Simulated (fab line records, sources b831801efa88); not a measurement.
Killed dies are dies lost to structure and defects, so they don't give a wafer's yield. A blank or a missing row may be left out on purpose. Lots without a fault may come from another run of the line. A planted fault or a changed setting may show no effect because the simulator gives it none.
fab line records | flow sky130
record lots=6 wafers=18 last_day=49
route steps=708 shown CAP2M@607 METAL4@621 VIA4@639 PAD_OPEN@708
lots that met no fault: from a run of the same line without faults
start_h: hours from the record's first day to the start of the lot's first wafer shown | wait_h: hours since the lot's step before | " the same as in the row above | L1.1+2: a row that stands for several wafers | - no value, or no start given | * or withheld: withheld | < > ~ a bound
route shown NAME@n: a module of which the file shows steps, and the number in the route of the first | usual: mean/standard deviation of fault-free wafers | same: alike in all rows | chamber/n: place in a boat | sites: the reading at each site | _std_site: their standard deviation | _edge_site: outer sites' mean less inner sites' | radius_mm: how far each site lies from the wafer's centre | mask NAME#n: copy n | behind: the tool/chamber that last shaped the wafer | hold: why the lot was held/for how many hours/how that ended | device: the transistor (n, p or np) that didn't switch | end of line: the same wafers' tests at the end of the route | a step without rows: its recipe alone | killed: dies lost to structure and defects at the first sort, not the wafer's yield | map: a wafer's dies, x killed, . not, _ none there
set.NAME: the setting as run; set.NAME@STEP: as run at that earlier step | model.NAME: the simulator's own value behind a step, which no gauge read
lots at some steps of the route; a table a step, a row a wafer
services: from which hour (start_h, from the record's first day; less than 0 if before it) a tool's chamber was out of use, for how many hours, and why
## steps
# step SKY_CAP2M_THK_MEAS_04
# recipe thk_meas_gauge=xrf reads=TiN_of_CAP2M_SPUTTER_02
# usual CAP2M_TIN_THK=198.2/2.7
# columns lot.wafer tool chamber start_h wait_h CAP2M_TIN_THK[nm]
L296.1 film_metro-01 - 928.79 0.1 195.2
L296.5 " - " " 197.7
L296.6 " - " " 195.1
L297.1 film_metro-02 - 933.46 0.1 201.0
L297.2 " - " " 202.4
L297.4 " - " " 196.4
L301.3 film_metro-01 - 976.58 0.1 195.4
L301.5 " - " " 195.8
L301.6 " - " " 198.6
L311.1 film_metro-01 - 1025.50 0.1 200.9
L311.3 " - " " 196.6
L311.5 " - " " 195.8
L310.1 film_metro-01 - 1030.09 0.1 197.2
L310.4 " - " " 197.7
L310.6 " - " " 198.8
L312.2 film_metro-01 - 1039.85 0.1 197.8
L312.3 " - " " 195.3
L312.6 " - " " 198.9
# step SKY_CAP2M_DEHYDRATE_05
# recipe temp_c=200 time_s=60
# step SKY_CAP2M_HMDS_06
# recipe prime_time_s=60 prime_temp_c=120
# step SKY_CAP2M_COAT_07
# recipe resist=NOVOLAK spin_rpm=3000 resist_thk_nm=1140
# step SKY_CAP2M_SOFTBAKE_08
# recipe temp_c=90 time_s=60 resist=NOVOLAK
# step SKY_CAP2M_EXPOSE_09
# recipe mask_id=CAP2M na=0.6 source_shape=conventional sigma_outer=0.6 polarization=unpolarized target_cd_nm=1000 dose_mj=159
# step SKY_CAP2M_PEB_10
# recipe temp_c=withheld time_s=* resist=NOVOLAK
# step SKY_CAP2M_DEVELOP_11
# recipe resist=NOVOLAK developer=TMAH develop_time_s=60 dev_temp_c=23
# step SKY_CAP2M_OVL_MEAS_12
# usual CAP2M_OVL=0.0/1.4
# columns lot.wafer tool chamber start_h wait_h CAP2M_OVL[nm]
L296.1 overlay-01 - 952.68 0.1 2.5
L296.5 " - " " 1.1
L296.6 " - " " 1.3
L297.1 overlay-01 - 957.73 0.1 -0.2
L297.2 " - " " -1.0
L297.4 " - " " -1.8
L301.3 overlay-01 - 1000.12 0.1 1.3
L301.5 " - " " 1.2
L301.6 " - " " 0.6
L311.1 overlay-01 - 1046.96 0.1 1.7
L311.3 " - " " 2.1
L311.5 " - " " 0.7
L310.1 overlay-01 - 1051.36 0.1 0.5
L310.4 " - " " 0.3
L310.6 " - " " -0.7
L312.2 overlay-02 - 1060.91 0.1 0.4
L312.3 " - " " -0.3
L312.6 " - " " 1.4
# step SKY_CAP2M_METAL_ETCH_13
# recipe target_depth_nm=220 stop_on=SiO2 chemistry=Cl2/BCl3 target=TiN pressure_mtorr=10 icp_w=900 bias_w=48.5 Cl2_flow_sccm=60 bcl3_flow_sccm=30 time_s=62.9
# usual bcl3_flow_sccm=30.00/0.093 drypump_motor_current_A=5.77/0.23 oes_product_au=0.937/0.0086 throttle_valve_pct=21.903/0.011
# columns lot.wafer tool chamber start_h wait_h bcl3_flow_sccm drypump_motor_current_A oes_product_au rf_hours_counter_h throttle_valve_pct
L296.1 rie_metal-03 0 952.71 0.0 29.85 5.96 0.942 7 21.921
L296.5 " 0 " " 29.81 5.98 0.942 - 21.882
L296.6 " 0 " " 29.90 6.00 0.935 - 21.918
L297.1 rie_metal-04 1 957.76 0.0 29.92 5.92 0.934 15 21.904
L297.2 " 0 " " 29.91 5.75 0.951 2 21.895
L297.4 " 1 " " 29.98 5.94 0.930 - 21.909
L301.3 rie_metal-04 1 1000.17 0.0 30.13 5.93 0.924 - 21.917
L301.5 " 1 " " 30.14 5.93 0.927 - 21.914
L301.6 " 0 " " 30.07 5.77 0.954 - 21.920
L311.1 rie_metal-03 0 1046.99 0.0 29.93 5.97 0.939 13 21.894
L311.3 " 1 " " 30.03 5.77 0.942 - 21.900
L311.5 " 0 " " 29.99 5.99 0.939 - 21.892
L310.1 rie_metal-03 0 1051.39 0.0 30.00 5.97 0.942 13 21.889
L310.4 " 0 " " 29.96 6.00 0.938 - 21.901
L310.6 " 0 " " 29.95 5.97 0.941 - 21.903
L312.2 rie_metal-04 0 1060.94 0.0 29.91 5.76 0.938 7 21.905
L312.3 " 0 " " 29.75 5.75 0.925 - 21.916
L312.6 " 1 " " 29.96 5.92 0.934 - 21.902
# step SKY_CAP2M_STRIP_14
# recipe chemistry=O2/N2 power_w=1400 pressure_mtorr=1500 platen_temp_c=withheld o2_flow_sccm=3000 n2_flow_sccm=300 overash_fraction=0.5
# usual drypump_motor_current_A=5.6/0.35 oes_product_au=0.711/0.0047 strip_time_to_endpoint_s=12.64/0.049
# columns lot.wafer tool chamber start_h wait_h drypump_motor_current_A oes_product_au rf_hours_counter_h strip_time_to_endpoint_s
L296.1 plasma_asher-01 1 952.87 0.1 5.5 0.712 109 12.68
L296.5 " 1 " " 5.5 0.714 - 12.63
L296.6 " 0 " " 6.0 0.720 - 12.68
L297.1 plasma_asher-02 0 957.84 0.1 5.0 0.707 87 12.57
L297.2 " 1 " " 5.5 0.711 87 12.67
L297.4 " 1 " " 5.5 0.704 - 12.59
L301.3 plasma_asher-01 0 1000.25 0.1 5.9 0.710 - 12.58
L301.5 " 0 " " 5.9 0.711 - 12.60
L301.6 " 1 " " 5.5 0.712 - 12.65
L311.1 plasma_asher-02 1 1047.07 0.1 5.5 0.713 96 12.65
L311.3 " 1 " " 5.5 0.715 - 12.65
L311.5 " 0 " " 5.0 0.708 - 12.68
L310.1 plasma_asher-01 1 1051.47 0.1 5.5 0.710 119 12.65
L310.4 " 1 " " 5.5 0.719 - 12.66
L310.6 " 0 " " 6.0 0.708 - 12.67
L312.2 plasma_asher-04 1 1061.02 0.1 5.2 0.715 61 12.64
L312.3 " 0 " " 6.2 0.716 - 12.61
L312.6 " 1 " " 5.2 0.714 - 12.53
# step SKY_CAP2M_STRIP_15
# recipe chemistry=post_etch_residue_remover time_s=1200 temp_c=72.5
# step SKY_CAP2M_CLEAN_16
# recipe chemistry=IPA time_s=180 temp_c=25
# columns lot.wafer tool chamber start_h wait_h
L296.1+5+6 wet_bench-02 3 953.31 0.0
L297.1+2+4 wet_bench-02 3 958.28 0.0
L301.3+5+6 wet_bench-04 3 1001.00 0.0
L311.1+3+5 wet_bench-02 1 1047.54 0.0
L310.1+4+6 wet_bench-02 0 1051.94 0.0
L312.2+3+6 wet_bench-02 3 1061.49 0.0
# step SKY_CAP2M_CLEAN_17
# recipe chemistry=O3/DIW dry=n2_spin
# step SKY_METAL4_DEHYDRATE_05
# recipe temp_c=200 time_s=60
# step SKY_METAL4_HMDS_06
# recipe prime_time_s=60 prime_temp_c=120
# step SKY_METAL4_COAT_07
# recipe resist=BARC temp_c=withheld time_s=withheld spin_rpm=2946 resist_thk_nm=60
# step SKY_METAL4_COAT_08
# recipe resist=KrF-thick spin_rpm=3000 resist_thk_nm=1140
# step SKY_METAL4_SOFTBAKE_09
# recipe temp_c=100 time_s=90 resist=KrF-thick
# step SKY_METAL4_EXPOSE_10
# recipe mask_id=MM4 na=0.68 source_shape=annular sigma_inner=0.4 sigma_outer=0.8 target_cd_nm=300 dose_mj=28
# step SKY_METAL4_PEB_11
# recipe peb_temp_c=withheld peb_time_s=withheld resist=KrF-thick
# step SKY_METAL4_DEVELOP_12
# recipe develop_time_s=60 resist=KrF-thick dev_temp_c=21
# step SKY_METAL4_CD_MEAS_13
# recipe target_cd_nm=300
# usual cd_nm=300.1/1.5
# columns lot.wafer tool chamber start_h wait_h cd_nm
L296.1 cd_sem-01 - 976.26 - 299.3
L296.5 " - " " 300.0
L296.6 " - " " 299.4
L297.1 cd_sem-01 - 982.46 - 298.6
L297.2 " - " " 298.5
L297.4 " - " " 298.3
L301.3 cd_sem-01 - 1024.60 - 300.2
L301.5 " - " " 300.1
L301.6 " - " " 300.8
L311.1 cd_sem-02 - 1069.71 - 297.5
L311.3 " - " " 298.0
L311.5 " - " " 299.2
L310.1 cd_sem-02 - 1073.96 - 302.5
L310.4 " - " " 301.0
L310.6 " - " " 301.7
L312.2 cd_sem-01 - 1082.18 - 301.1
L312.3 " - " " 301.2
L312.6 " - " " 301.8
# step SKY_METAL4_OVL_MEAS_14
# usual METAL4_OVL=2/4.9
# columns lot.wafer tool chamber start_h wait_h METAL4_OVL[nm]
L296.1 overlay-02 - 976.38 0.1 8
L296.5 " - " " 5
L296.6 " - " " -1
L297.1 overlay-01 - 982.58 0.1 7
L297.2 " - " " 6
L297.4 " - " " 1
L301.3 overlay-02 - 1024.69 0.1 3
L301.5 " - " " 6
L301.6 " - " " 6
L311.1 overlay-02 - 1069.83 0.1 0
L311.3 " - " " -2
L311.5 " - " " 6
L310.1 overlay-02 - 1074.08 0.1 -7
L310.4 " - " " -5
L310.6 " - " " -5
L312.2 overlay-01 - 1082.28 0.1 -6
L312.3 " - " " -2
L312.6 " - " " -9
# step SKY_METAL4_DESCUM_15
# recipe chemistry=O2 source_power_w=150 bias_power_w=0 pressure_mtorr=10 temp_c=40 time_s=8
# usual drypump_motor_current_A=5.5/0.34 oes_product_au=1.008/0.014
# columns lot.wafer tool chamber start_h wait_h drypump_motor_current_A oes_product_au rf_hours_counter_h
L296.1 rie_metal-01 0 976.41 0.0 5.8 1.021 8
L296.5 " 0 " " 5.8 1.027 -
L296.6 " 1 " " 5.2 0.991 -
L297.1 rie_metal-02 0 982.61 0.0 5.8 1.002 21
L297.2 " 1 " " 5.0 1.015 4
L297.4 " 0 " " 5.8 0.999 -
L301.3 rie_metal-01 0 1024.72 0.0 5.8 1.011 -
L301.5 " 0 " " 5.8 1.019 -
L301.6 " 1 " " 5.2 1.000 -
L311.1 rie_metal-02 1 1069.86 0.0 5.1 1.010 10
L311.3 " 0 " " 5.9 1.000 -
L311.5 " 0 " " 5.8 1.000 -
L310.1 rie_metal-04 1 1074.11 0.0 5.9 1.028 21
L310.4 " 0 " " 5.7 0.990 -
L310.6 " 0 " " 5.7 0.996 -
L312.2 rie_metal-02 0 1082.31 0.0 5.8 1.012 27
L312.3 " 1 " " 5.1 1.009 -
L312.6 " 1 " " 5.1 1.014 -
# step SKY_METAL4_ETCH_16
# recipe chemistry=N2/H2 target=BARC ion_energy_ev=200 bias_w=100 pressure_mtorr=30 n2_flow_sccm=100 h2_flow_sccm=200 icp_w=500 stop_on=SiO2 time_s=88.2 target_depth_a=600
# step SKY_METAL4_ETCH_17
# recipe target=SiO2 stop_on=TiN chemistry=C4F8/O2/Ar source_w=1500 bias_w=1200 pressure_mtorr=40 c4f8_flow_sccm=withheld O2_flow_sccm=6 Ar_flow_sccm=300 time_s=3.9 target_depth_a=150
# step SKY_METAL4_METAL_ETCH_18
# recipe target_depth_a=8450 stop_on=SiO2 over_etch_frac=0.3 time_s=183.1 chemistry=Cl2/BCl3 resist_sidewall_deg=88 pressure_mtorr=10 icp_w=900 bias_w=48.5 Cl2_flow_sccm=60 bcl3_flow_sccm=30
# usual bcl3_flow_sccm=29.99/0.087 drypump_motor_current_A=5.6/0.33 oes_product_au=0.864/0.0067 throttle_valve_pct=22.264/0.0092
# columns lot.wafer tool chamber start_h wait_h bcl3_flow_sccm drypump_motor_current_A oes_product_au rf_hours_counter_h throttle_valve_pct
L296.1 rie_metal-04 0 976.56 0.0 30.07 5.7 0.863 3 22.273
L296.5 " 0 " " 30.07 5.7 0.862 - 22.256
L296.6 " 1 " " 29.83 5.9 0.863 - 22.256
L297.1 rie_metal-01 1 982.76 0.0 29.83 5.2 0.860 13 22.268
L297.2 " 0 " " 29.97 5.8 0.857 8 22.252
L297.4 " 0 " " 29.94 5.8 0.863 - 22.262
L301.3 rie_metal-02 0 1024.92 0.1 30.05 5.8 0.862 - 22.270
L301.5 " 1 " " 29.85 5.1 0.865 - 22.275
L301.6 " 0 " " 30.00 5.8 0.868 - 22.261
L311.1 rie_metal-01 1 1070.01 0.0 30.14 5.2 0.849 19 22.272
L311.3 " 1 " " 30.07 5.2 0.861 - 22.270
L311.5 " 1 " " 30.12 5.2 0.866 - 22.254
L310.1 rie_metal-01 0 1074.26 0.0 30.03 5.9 0.847 15 22.288
L310.4 " 0 " " 30.02 5.9 0.868 - 22.255
L310.6 " 0 " " 30.09 5.8 0.870 - 22.258
L312.2 rie_metal-01 1 1082.46 0.0 29.96 5.2 0.861 20 22.261
L312.3 " 1 " " 29.91 5.2 0.871 - 22.266
L312.6 " 0 " " 29.91 5.8 0.871 - 22.244
# step SKY_METAL4_STRIP_19
# recipe chemistry=O2/N2 power_w=1400 pressure_mtorr=1500 platen_temp_c=withheld o2_flow_sccm=3000 n2_flow_sccm=300 overash_fraction=0.5
# step SKY_METAL4_STRIP_20
# recipe chemistry=post_etch_residue_remover time_s=1200 temp_c=72.5
# step SKY_METAL4_CLEAN_21
# recipe chemistry=IPA time_s=180 temp_c=25
# step SKY_METAL4_CLEAN_22
# recipe chemistry=O3/DIW dry=n2_spin
# step SKY_VIA4_HDPCVD_00
# recipe material=SiO2 target_thk_nm=1750 sigma_open_frac=0.3 time_s=291.7 temp_c=400 sih4_flow_sccm=60 pressure_mtorr=6
# step SKY_VIA4_THK_MEAS_01
# recipe reads=SiO2_of_VIA4_HDPCVD_00
# usual VIA4_HDPCVD_THK=1736/21
# columns lot.wafer tool chamber start_h wait_h VIA4_HDPCVD_THK[nm]
L296.1 film_metro-02 - 977.51 0.1 1710
L296.5 " - " " 1722
L296.6 " - " " 1729
L297.1 film_metro-02 - 983.72 0.1 1719
L297.2 " - " " 1695
L297.4 " - " " 1680
L301.3 film_metro-04 - 1025.84 0.1 1731
L301.5 " - " " 1708
L301.6 " - " " 1700
L311.1 film_metro-02 - 1070.96 0.1 1732
L311.3 " - " " 1752
L311.5 " - " " 1737
L310.1 film_metro-04 - 1075.21 0.1 1764
L310.4 " - " " 1735
L310.6 " - " " 1780
L312.2 film_metro-03 - 1083.42 0.1 1730
L312.3 " - " " 1743
L312.6 " - " " 1749
# step SKY_VIA4_CMP_02
# recipe material=SiO2 down_force_psi=4 platen_rpm=60 pad_velocity_m_s=0.94248
# usual motor_current_A=12.2/1.2
# columns lot.wafer tool chamber start_h wait_h motor_current_A
L296.1 cmp-01 3 977.62 0.1 11.8
L296.6 " 2 " " 13.4
L296.5 " 3 " " 11.1
L297.1 cmp-02 1 983.83 0.1 12.9
L297.2 " 2 " " 12.1
L297.4 " 3 " " 9.9
L301.3 cmp-01 1 1025.88 0.0 12.1
L301.5 " 1 " " 12.0
L301.6 " 2 " " 12.6
L311.1 cmp-01 3 1071.07 0.1 10.9
L311.3 " 0 " " 13.5
L311.5 " 3 " " 10.8
L310.1 cmp-01 0 1075.27 0.1 12.9
L310.4 " 3 " " 11.4
L310.6 " 1 " " 11.9
L312.3 cmp-01 2 1083.57 0.1 13.2
L312.2 " 3 " " 10.7
L312.6 " 0 " " 13.1
# step SKY_VIA4_BOW_MEAS_03
# recipe mode=bow
# usual VIA4_BOW=81/8.6
# columns lot.wafer tool chamber start_h wait_h VIA4_BOW[um]
L296.1 film_metro-04 - 977.87 0.2 85
L296.5 " - " " 87
L296.6 " - " " 92
L297.1 film_metro-02 - 984.08 0.2 91
L297.2 " - " " 79
L297.4 " - " " 79
L301.3 film_metro-02 - 1026.22 0.3 81
L301.5 " - " " 81
L301.6 " - " " 80
L311.1 film_metro-04 - 1071.32 0.2 77
L311.3 " - " " 73
L311.5 " - " " 71
L310.1 film_metro-04 - 1075.57 0.2 90
L310.4 " - " " 77
L310.6 " - " " 96
L312.2 film_metro-03 - 1083.79 0.1 85
L312.3 " - " " 76
L312.6 " - " " 69
# step SKY_VIA4_DEHYDRATE_04
# recipe temp_c=200 time_s=60
# step SKY_VIA4_HMDS_05
# recipe prime_time_s=60 prime_temp_c=120
# step SKY_VIA4_COAT_06
# recipe resist=NOVOLAK spin_rpm=3000 resist_thk_nm=1140
# step SKY_VIA4_SOFTBAKE_07
# recipe temp_c=90 time_s=60 resist=NOVOLAK
# step SKY_VIA4_EXPOSE_08
# recipe mask_id=VIM4 na=0.6 source_shape=conventional sigma_outer=0.6 polarization=unpolarized target_cd_nm=800 dose_mj=132
# step SKY_VIA4_PEB_09
# recipe temp_c=withheld time_s=* resist=NOVOLAK
# step SKY_PAD_OPEN_PROBE_99
# usual killed_at_M0_to_M3=43/7.5 killed_at_M4_up=2.8/1.8 killed_at_contacts=24/5.3 killed_at_front_end=14/4.2 killed_at_other=0.3/0.54 killed_dies=84/9.4 killed_open=46/7.1 killed_short=38/6.6
# same gross_dies=492 killed_at_back_side=0
# columns lot.wafer tool chamber start_h wait_h killed_at_M0_to_M3 killed_at_M4_up killed_at_contacts killed_at_front_end killed_at_other killed_dies killed_open killed_short model.etest.tester.sort_n_pass model.etest.tester.sort_yield_pct model.etest.tester.sort_bin_5_pct model.etest.tester.sort_bin_3_pct
L296.1 prober-01 - 1072.38 0.1 44 3 30 12 0 89 58 31 403 81.91 9.959 0.6098
L296.5 prober-01 - 1072.58 0.2 44 3 23 13 0 83 49 33 409 83.13 9.756 0.813
L296.6 prober-01 - 1072.63 0.2 43 6 17 20 1 87 46 41 405 82.32 10.77 1.423
L297.1 prober-02 - 1079.61 0.1 46 3 29 9 1 88 57 30 404 82.11 10.16 0.6098
L297.2 prober-02 - 1079.66 0.1 50 1 32 12 0 95 52 43 397 80.69 11.59 0.4065
L297.4 prober-02 - 1079.76 0.2 49 1 27 14 1 92 56 36 400 81.3 11.59 0.6098
L301.3 prober-02 - 1115.53 0.2 20 0 34 11 0 65 39 26 427 86.79 8.537 0.2033
L301.5 prober-02 - 1115.63 0.2 36 2 21 14 1 74 42 32 418 84.96 9.146 0.6098
L301.6 prober-02 - 1115.68 0.2 35 6 27 15 0 83 42 41 409 83.13 10.37 0.813
L311.1 prober-01 - 1154.65 0.1 53 1 21 18 0 93 56 37 399 81.1 12.4 0.6098
L311.3 prober-01 - 1154.75 0.2 42 2 23 14 0 81 48 32 411 83.54 9.756 0.4065
L311.5 prober-01 - 1154.85 0.2 48 6 15 11 0 80 44 35 412 83.74 9.146 0.2033
L310.1 prober-02 - 1157.72 0.1 55 3 33 13 44 148 54 50 344 69.92 19.31 2.236
L310.4 prober-02 - 1157.87 0.2 29 4 27 17 39 116 38 39 376 76.42 13.82 2.236
L310.6 prober-02 - 1157.97 0.2 31 2 20 7 45 105 29 31 387 78.66 15.85 2.033
L312.2 prober-01 - 1166.08 0.1 50 2 16 7 33 108 43 31 - - - -
L312.3 prober-01 - 1166.13 0.2 43 2 24 16 38 123 38 47 - - - -
L312.6 prober-01 - 1166.28 0.2 40 1 22 5 39 107 37 32 - - - -
# killed by level:class
L296.1 CONTACT:geometric_particle:open=15 VIA1:geometric_particle:open=12 VIA2:geometric_particle:open=8 METAL1:geometric_particle:short=8 LI_CONTACT:geometric_particle:open=7 VIA3:geometric_particle:open=5 LOCAL_INTERCONNECT:geometric_particle:short=4 FIELD_ISO:geometric_particle:open=3
L296.5 VIA1:geometric_particle:open=11 VIA2:geometric_particle:open=9 CONTACT:geometric_particle:open=8 VIA3:geometric_particle:open=7 LI_CONTACT:geometric_particle:open=6 VIA1:geometric_particle:short=5 FIELD_ISO:geometric_particle:short=4 POLY_GATE:geometric_particle:short=4
L296.6 VIA2:geometric_particle:open=10 VIA1:geometric_particle:open=8 METAL2:geometric_particle:short=7 POLY_GATE:geometric_particle:open=6 METAL4:geometric_particle:short=6 FIELD_ISO:geometric_particle:open=5 VIA3:geometric_particle:open=5 LI_CONTACT:geometric_particle:open=5
L297.1 VIA1:geometric_particle:open=12 CONTACT:geometric_particle:open=9 VIA2:geometric_particle:open=9 LI_CONTACT:geometric_particle:open=8 VIA3:geometric_particle:open=7 LOCAL_INTERCONNECT:geometric_particle:short=5 FIELD_ISO:geometric_particle:open=4 VIA2:geometric_particle:short=4
L297.2 VIA1:geometric_particle:open=15 CONTACT:geometric_particle:open=12 CONTACT:geometric_particle:short=7 LOCAL_INTERCONNECT:geometric_particle:short=6 VIA3:geometric_particle:short=6 VIA3:geometric_particle:open=6 LI_CONTACT:geometric_particle:open=5 VIA1:geometric_particle:short=5
L297.4 VIA1:geometric_particle:open=12 LI_CONTACT:geometric_particle:open=9 VIA2:geometric_particle:open=8 CONTACT:geometric_particle:open=7 CONTACT:geometric_particle:short=6 VIA3:geometric_particle:open=6 VIA2:geometric_particle:short=5 VIA1:geometric_particle:short=5
L301.3 LI_CONTACT:geometric_particle:open=12 CONTACT:geometric_particle:open=10 LOCAL_INTERCONNECT:geometric_particle:short=5 VIA1:geometric_particle:open=5 CONTACT:geometric_particle:short=4 FIELD_ISO:geometric_particle:open=3 FIELD_ISO:geometric_particle:short=3 METAL1:geometric_particle:short=3
L301.5 VIA2:geometric_particle:open=9 VIA1:geometric_particle:open=9 CONTACT:geometric_particle:open=8 LI_CONTACT:geometric_particle:open=6 POLY_GATE:geometric_particle:short=5 LI_CONTACT:geometric_particle:short=4 METAL1:geometric_particle:short=4 VIA2:geometric_particle:short=4
L301.6 CONTACT:geometric_particle:open=10 VIA1:geometric_particle:open=9 CONTACT:geometric_particle:short=8 POLY_GATE:geometric_particle:open=6 LI_CONTACT:geometric_particle:open=6 METAL1:geometric_particle:short=6 POLY_GATE:geometric_particle:short=5 VIA2:geometric_particle:open=5
L311.1 VIA1:geometric_particle:open=12 VIA2:geometric_particle:open=11 CONTACT:geometric_particle:open=10 FIELD_ISO:geometric_particle:short=7 VIA3:geometric_particle:open=6 FIELD_ISO:geometric_particle:open=5 METAL1:geometric_particle:short=5 METAL2:geometric_particle:short=5
L311.3 VIA1:geometric_particle:open=10 LI_CONTACT:geometric_particle:open=9 VIA2:geometric_particle:open=7 LOCAL_INTERCONNECT:geometric_particle:short=6 METAL1:geometric_particle:short=5 VIA3:geometric_particle:open=5 METAL2:geometric_particle:short=4 POLY_GATE:geometric_particle:short=4
L311.5 METAL2:geometric_particle:short=9 VIA2:geometric_particle:open=9 VIA3:geometric_particle:open=7 LI_CONTACT:geometric_particle:open=6 METAL1:geometric_particle:short=6 VIA1:geometric_particle:open=6 CONTACT:geometric_particle:open=5 METAL4:geometric_particle:short=4
L310.1 CAP2M:unspecified=44 CONTACT:geometric_particle:open=12 METAL2:geometric_particle:short=12 LI_CONTACT:geometric_particle:open=11 VIA3:geometric_particle:open=8 VIA2:geometric_particle:short=7 METAL1:geometric_particle:short=6 VIA1:geometric_particle:short=6
L310.4 CAP2M:unspecified=39 CONTACT:geometric_particle:open=10 LI_CONTACT:geometric_particle:open=6 POLY_GATE:geometric_particle:open=4 LI_CONTACT:geometric_particle:short=4 LOCAL_INTERCONNECT:geometric_particle:short=4 VIA1:geometric_particle:open=4 VIA2:geometric_particle:open=4
L310.6 CAP2M:unspecified=45 CONTACT:geometric_particle:open=7 LI_CONTACT:geometric_particle:open=5 CONTACT:geometric_particle:short=5 VIA2:geometric_particle:open=4 VIA2:geometric_particle:short=4 VIA3:geometric_particle:short=4 METAL2:geometric_particle:short=3
L312.2 CAP2M:unspecified=33 VIA1:geometric_particle:open=16 VIA2:geometric_particle:open=8 LOCAL_INTERCONNECT:geometric_particle:short=6 METAL1:geometric_particle:short=6 VIA3:geometric_particle:open=6 VIA1:geometric_particle:short=4 LI_CONTACT:geometric_particle:open=3
L312.3 CAP2M:unspecified=38 VIA1:geometric_particle:open=10 CONTACT:geometric_particle:open=7 FIELD_ISO:geometric_particle:short=6 METAL1:geometric_particle:short=6 LI_CONTACT:geometric_particle:open=5 CONTACT:geometric_particle:short=5 VIA1:geometric_particle:short=5
L312.6 CAP2M:unspecified=38 CONTACT:geometric_particle:open=12 VIA3:geometric_particle:open=7 VIA1:geometric_particle:short=6 VIA1:geometric_particle:open=6 METAL1:geometric_particle:short=5 LI_CONTACT:geometric_particle:open=5 VIA2:geometric_particle:open=5
# map L310.1 (x killed, . not)
__________..x.....x._________
________........x....x_______
______.x...xx.xxx......._____
_____...x.x...x..........____
____..x.x..........x.xxxx.___
___......x.x.....xxxx......__
__......xx.x.x.x......x...x._
_.x..xxx.xxxxx...x.....xxx..x
_x...xx...xxxxxxxx...........
_........xxxxxxx.............
_.x...xx.xxxxxxxxxxx..x......
_...x.xxx.xxxxxxx.....x......
_x.x...x..xxxxxx...........x.
_.x..x....xx.xxx.xx.xx....x..
_........x..x.x....x.x..x.x..
__................x.x.x...xx_
___...x....x.x........x....__
____...x..x...x.x.x.......___
_____..xx.........xx.x...____
______..........xx..x..._____
________.....x..xxx..._______
__________...x......_________
# map L312.3 (x killed, . not)
__________..x......._________
________x....x..x.xxx._______
______....x..x.........._____
_____x.x......x..x...x...____
____..x.....x.........xxx.___
___.x..xx.......x..........__
__.x.........x.......x......_
_.x.x......xx..xx..........x.
_.x.......x.xx....xx....x..x.
_.......xx...x.............x.
_.......x....................
_........x....x......x...xx.x
_...xx..............x.x.....x
_x.............x..x......x...
_.....x..x.x..xx.x...x.......
__......xx..x..xx.xxxxxx..x._
___..x...x........xxxxxx.xx__
____......x.....x.xxxxxxxx___
_____..x......x....xxxxxx____
______..........x.xxxxxx_____
________......x..x.xxx_______
__________...xx..x.._________
## services
# columns tool chamber start_h hours kind
rie_metal-03 1 940.72 12.7 repair
wet_bench-02 - 960.03 69.1 repair
cmp-02 - 961.35 8.5 repair
plasma_asher-01 - 974.02 2.8 pm
plasma_asher-04 - 989.81 3.2 repair
cmp-01 - 998.84 5.9 repair
rie_metal-02 - 1001.94 0.5 repair
cmp-01 - 1004.75 5.0 pm
cmp-02 - 1005.76 2.2 repair
cmp-01 - 1010.12 1.9 repair
cmp-01 - 1037.87 4.7 pm
rie_metal-04 - 1041.61 14.6 pm
plasma_asher-04 - 1042.11 15.6 pm
cmp-01 - 1044.21 0.6 repair
cmp-02 - 1051.98 3.5 pm
plasma_asher-01 - 1055.25 9.0 pm
plasma_asher-01 0 1055.25 9.0 vent_cycle
plasma_asher-01 1 1055.25 9.0 vent_cycle
plasma_asher-01 - 1057.84 0.8 repair
plasma_asher-01 0 1064.25 - clean
plasma_asher-01 1 1064.25 - clean
rie_metal-01 - 1073.00 0.6 repair
## key
first_sign step=SKY_PAD_OPEN_PROBE_99 reading=killed_at_other direction=up sigmas=39 usual=0.3 struck=39.7
effect step=SKY_PAD_OPEN_PROBE_99 reading=killed_dies direction=up sigmas=3.5 usual=84 struck=118
model_effect step=SKY_PAD_OPEN_PROBE_99 value=etest.tester.sort_n_pass without=406.7 struck=369
met_at SKY_CAP2M_CLEAN_16
struck_wafers L310.1,L310.4,L310.6,L312.2,L312.3,L312.6
tester_left_out L312
onset_between 1047.54 1051.94
also_fits time
earlier_fault kind=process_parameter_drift tool=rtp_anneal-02 chamber=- onset_h=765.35 steps=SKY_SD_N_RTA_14 channel=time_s offset=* shape=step end_h=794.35 acts_in=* stated=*
fault kind=chamber_particle_source tool=wet_bench-02 chamber=- onset_h=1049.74 steps=SKY_CAP2M_CLEAN_16 rate_per_visit_cm2=0.41746
# tester_left_out: of these lots the tester's yield and bins aren't shown, on N5 and GAA mostly nor the transistor test; their killed dies are dies lost to structure and defects alone, not to doping, threshold or leakage, so they don't give the yield
